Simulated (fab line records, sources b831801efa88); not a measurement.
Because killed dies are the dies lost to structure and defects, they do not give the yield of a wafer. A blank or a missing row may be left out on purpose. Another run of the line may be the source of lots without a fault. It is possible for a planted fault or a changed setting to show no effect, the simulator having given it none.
Matching of chambers | flow gf180mcu | wetBench-04 running GF_V1_STRIP_19: 4 sister chambers
The step strips in post etch residue remover, time 1200 s. 8 wafers are shown with their chamber, then 8 later ones without.

## EACH WAFER AND ITS CHAMBER
wafer  | chamber | bathGuardTempC (C)
L919.4 | 2       | 73.4
L919.5 | 2       | 73.1
L925.3 | 0       | 71.8
L925.6 | 0       | 72.0
L926.3 | 1       | 72.5
L926.6 | 1       | 72.6
L927.6 | 3       | 72.9
L938.1 | 3       | 73.1

## WAFERS WHOSE CHAMBER IS MISSING
wafer  | bathGuardTempC (C)
L938.2 | 72.5
L938.6 | 73.0
L939.1 | 72.2
L939.4 | 71.9
L939.5 | 72.3
L940.2 | 72.5
L940.3 | 73.1
L940.4 | 72.6

## EACH ONE'S CHAMBER
wafer  | from the rows above     | in truth
L938.2 | 1                       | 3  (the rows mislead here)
L938.6 | can't be placed: 3 or 2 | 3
L939.1 | can't be placed: 0 or 1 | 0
L939.4 | 0                       | 0
L939.5 | can't be placed: 1 or 0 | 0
L940.2 | 1                       | 1
L940.3 | can't be placed: 3 or 2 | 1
L940.4 | 1                       | 1
Correct placement for 3 of the 8. These rows do not allow placing 4 (true chamber among the candidates in 3). Number placed wrongly: 1.
How it was worked out, from the rows above alone: a wafer's distance from a chamber is the root of the sum, over the readings, of the square of ((its reading less the chamber's mean) divided by the reading's scatter). If the next closest chamber is less than 2 further off than the closest, the wafer can't be placed; otherwise it belongs to the closest. A chamber's mean is the mean of its shown wafers. The scatter: the root of (the sum of the squares of (reading less its chamber's mean) over the shown wafers, divided by (wafers less chambers)).
